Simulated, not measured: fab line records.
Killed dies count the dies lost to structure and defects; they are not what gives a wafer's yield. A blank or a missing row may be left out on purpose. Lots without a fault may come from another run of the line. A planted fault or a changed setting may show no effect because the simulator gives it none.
Problem report, 8D (eight disciplines) form, completed by code || flow gf180mcu || the parts of the form that need people (team, actions taken, sign-off) are left out

1. WHAT WENT WRONG
Wafers free of any fault read 0.1 nm (standard deviation 1.4) for TOP_METAL_OVL at GF_TOP_METAL_OVL_MEAS_15, against a mean of 125.9 nm on 6 wafers of 2 lots. That is +90 standard deviations from the usual mean.
First seen on wafer L389.1, day 30 00:52, on overlay-02. At this step, 36 wafers from 12 lots have a number in the record. Rule for "out" (also "out of limits"): further than 4 standard deviations from the usual mean. Any other wafer with a number is counted as sound.

2. WHAT IT IS; WHAT IT IS NOT
{"question": "which readings at this step", "is": "TOP_METAL_OVL", "is not": "-"}
{"question": "which lots", "is": "L389, L392", "is not": "L383, L384, L385, L387, L388, L398, L399, L400, L402, L404"}
{"question": "which wafers of those lots", "is": "all that have a number", "is not": "-"}
{"question": "read on which gauges", "is": "overlay-01, overlay-02", "is not": "-"}
{"question": "when", "is": "from day 30 00:52", "is not": "up to then (15 sound wafers); but 15 sound wafers of L398, L399, L400, L402, L404 came after"}

3. WHAT RULES OUT EACH SUSPECT
Counting: a tool at a process step up to the reading stays a suspect if it ran every lot that is out and no sound lot after the first of them.
- the gauge at GF_TOP_METAL_OVL_MEAS_15 is ruled out. Those wafers that are out were read across 2 gauges (overlay-01, overlay-02).
- iline-stepper-02 at GF_TOP_METAL_EXPOSE_11 (exposes mask MetalTop, target cd 440 nm): kept. It ran every lot that is out, first L389 (day 29 15:30), and no sound lot after that; its last sound lot up to then is L388 (day 29 06:37).
Left after counting: iline-stepper-02 at GF_TOP_METAL_EXPOSE_11.

4. THE CAUSE (what the simulator had put in)
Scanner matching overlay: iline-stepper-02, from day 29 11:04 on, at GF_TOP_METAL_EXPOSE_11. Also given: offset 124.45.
This tool alone remained once counting was done.

5. THE EFFECT CHAIN, in route order
Each row: a reading where the mean over the struck wafers with a number is more than 3 standard deviations away from the usual. Readings are gone through only where the record gives a usual standard deviation; hours: the median, over the lots, of the time from a lot's start at the first step in this table giving one to that lot's start at this step; sigmas: the change measured in usual standard deviations.
{"hours": 0, "step": "GF_TOP_METAL_OVL_MEAS_15", "reading": "TOP_METAL_OVL", "usual": "0.1 nm", "on struck wafers": 125.9, "change": "+125.8", "sigmas": "+90"}

6. WHAT WOULD HAVE CAUGHT IT SOONER
14 hours passed between the start of the fault at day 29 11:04 and the first reading out of limits at a measuring or inspecting step in this record, taken at day 30 00:52.
No tool reading at GF_TOP_METAL_EXPOSE_11 that has a usual standard deviation in the record was out on any struck wafer, so an alarm limit of 4 standard deviations on those readings would not have fired.
L392, from the lots that are out (2), started GF_TOP_METAL_EXPOSE_11 on iline-stepper-02 later than day 30 00:52. A hold on the tool at that time would have spared it.
